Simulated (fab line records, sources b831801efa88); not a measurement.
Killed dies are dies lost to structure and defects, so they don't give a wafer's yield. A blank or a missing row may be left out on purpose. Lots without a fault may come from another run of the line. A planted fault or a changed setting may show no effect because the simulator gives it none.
Chamber matching | flow gf180mcu | GF_V4_CMP_26 on cmp-02: 4 sister chambers
The step polishes, stops on SiO2, t overpolish 15 s, target thk 0 nm. 8 wafers are shown with their chamber, then 10 later ones without.

WAFERS WITH THEIR CHAMBER
wafer  | chamber | motor_current_A (A) | edge_zone_pressure_frac
L313.6 | 3       | 11.0                | 1.003
L314.4 | 3       | 10.9                | 0.992
L319.6 | 2       | 8.8                 | 1.010
L322.2 | 0       | 11.5                | 0.997
L322.3 | 2       | 9.4                 | 1.005
L322.6 | 0       | 11.4                | 0.992
L323.4 | 1       | 12.4                | 0.996
L323.5 | 1       | 11.7                | 1.002

WAFERS WITHOUT THEIR CHAMBER
wafer  | motor_current_A (A) | edge_zone_pressure_frac
L323.6 | 10.8                | 0.997
L324.1 | 11.2                | 1.006
L324.2 | 12.3                | 0.998
L324.3 | 11.4                | 1.001
L330.3 | 11.9                | 1.009
L330.5 | 11.2                | 1.006
L330.6 | 10.4                | 1.009
L332.2 | 11.6                | 1.004
L332.3 | 12.1                | 0.993
L332.6 | 11.8                | 1.005

WHICH CHAMBER EACH WENT THROUGH
wafer  | from the rows above          | in truth
L323.6 | can't be placed: 3 or 0      | 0
L324.1 | can't be placed: 3 or 0 or 1 | 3
L324.2 | can't be placed: 1 or 0      | 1
L324.3 | can't be placed: 0 or 3 or 1 | 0
L330.3 | can't be placed: 1 or 0 or 3 | 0
L330.5 | can't be placed: 3 or 0 or 1 | 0
L330.6 | can't be placed: 3 or 2 or 0 | 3
L332.2 | can't be placed: 1 or 0 or 3 | 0
L332.3 | can't be placed: 1 or 0      | 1
L332.6 | can't be placed: 1 or 0 or 3 | 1
Placed correctly: 0 of 10. Can't be placed from these rows: 10 (the true chamber is among the candidates in 10). Placed wrongly: 0.
How it was worked out, from the rows above alone: a wafer's distance from a chamber is the root of the sum, over the readings, of the square of ((its reading less the chamber's mean) divided by the reading's scatter). The wafer belongs to the nearest chamber; if the next one is less than 2 further off, it can't be placed. A chamber's mean is the mean of its shown wafers. The scatter: the root of (the sum of the squares of (reading less its chamber's mean) over the shown wafers, divided by (wafers less chambers)).
